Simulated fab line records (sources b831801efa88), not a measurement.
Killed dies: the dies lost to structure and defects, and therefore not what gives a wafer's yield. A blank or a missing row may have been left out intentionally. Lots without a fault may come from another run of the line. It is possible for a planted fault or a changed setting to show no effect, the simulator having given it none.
Which of the tools did it? :: flow gf180mcu :: 12 lots with 36 wafers sampled at 2 steps, on a route of 602 steps

## WHAT THE GAUGES READ, wafer by wafer
GF_V3_THK_MEAS_03.
lot: L075
measured: day 22 07:03
on: film_metro-02
V3_CVD_02_THK (nm): 847 857 859

lot: L077
measured: day 22 22:47
on: film_metro-02
V3_CVD_02_THK (nm): 846 833 862

lot: L079
measured: day 23 19:17
on: film_metro-04
V3_CVD_02_THK (nm): 858 871 862

lot: L081
measured: day 24 18:41
on: film_metro-01
V3_CVD_02_THK (nm): 835 839 826

lot: L083
measured: day 25 02:49
on: film_metro-01
V3_CVD_02_THK (nm): 861 837 850

lot: L085
measured: day 25 14:24
on: film_metro-04
V3_CVD_02_THK (nm): 843 861 858

lot: L087
measured: day 26 12:00
on: film_metro-01
V3_CVD_02_THK (nm): 834 844 831

lot: L089
measured: day 26 23:32
on: film_metro-02
V3_CVD_02_THK (nm): 853 869 856

lot: L091
measured: day 27 13:09
on: film_metro-01
V3_CVD_02_THK (nm): 826 836 836

lot: L093
measured: day 28 03:53
on: film_metro-01
V3_CVD_02_THK (nm): 862 834 851

lot: L095
measured: day 28 20:19
on: film_metro-04
V3_CVD_02_THK (nm): 839 848 853

lot: L097
measured: day 29 03:43
on: film_metro-04
V3_CVD_02_THK (nm): 846 845 846

## TOOL THAT RAN EACH LOT (tool first, then ch and the chambers of the sampled wafers, then the start)
lot: L075
GF_V2_ETCH_17: rie_diel-03 ch 0,1,3, day 22 07:03 or earlier

lot: L077
GF_V2_ETCH_17: rie_diel-04 ch 2,3, day 22 22:47 or earlier

lot: L079
GF_V2_ETCH_17: rie_diel-04 ch 0,3, day 23 19:17 or earlier

lot: L081
GF_V2_ETCH_17: rie_diel-03 ch 0,1,2, day 24 18:41 or earlier

lot: L083
GF_V2_ETCH_17: rie_diel-03 ch 2,3, day 25 02:49 or earlier

lot: L085
GF_V2_ETCH_17: rie_diel-04 ch 0,1, day 25 14:24 or earlier

lot: L087
GF_V2_ETCH_17: rie_diel-04 ch 0,1,3, day 26 12:00 or earlier

lot: L089
GF_V2_ETCH_17: rie_diel-03 ch 0,1, day 26 23:32 or earlier

lot: L091
GF_V2_ETCH_17: rie_diel-02 ch 0,2,3, day 27 13:09 or earlier

lot: L093
GF_V2_ETCH_17: rie_diel-02 ch 0,2,3, day 28 03:53 or earlier

lot: L095
GF_V2_ETCH_17: rie_diel-04 ch 0,2, day 28 20:19 or earlier

lot: L097
GF_V2_ETCH_17: rie_diel-03 ch 1,2, day 29 03:43 or earlier
- GF_V2_ETCH_17: etches SiO2 in C4F8/O2/Ar, stops on TiN, target depth 630 nm.

## THE ANSWER, worked out from the rows above alone
Rule: the usual values come from the lots themselves. Put in order of their means at a reading, lots are off if they are a third of the lots or fewer, leave a main group of 4 or more, and stand apart from it by a gap of 3 or more times the standard deviation of the main group's means; of several such gaps the widest counts. If all means in a main group match to the digits the tables above print for the reading, that group is not used. Also off: a lot with no number at a reading for which 4 or more lots have one. The other lots that the step has rows for count as sound.
Nothing can be told from this: no lot is off at any reading shown.

## WHAT THE SIMULATOR HAD INSERTED
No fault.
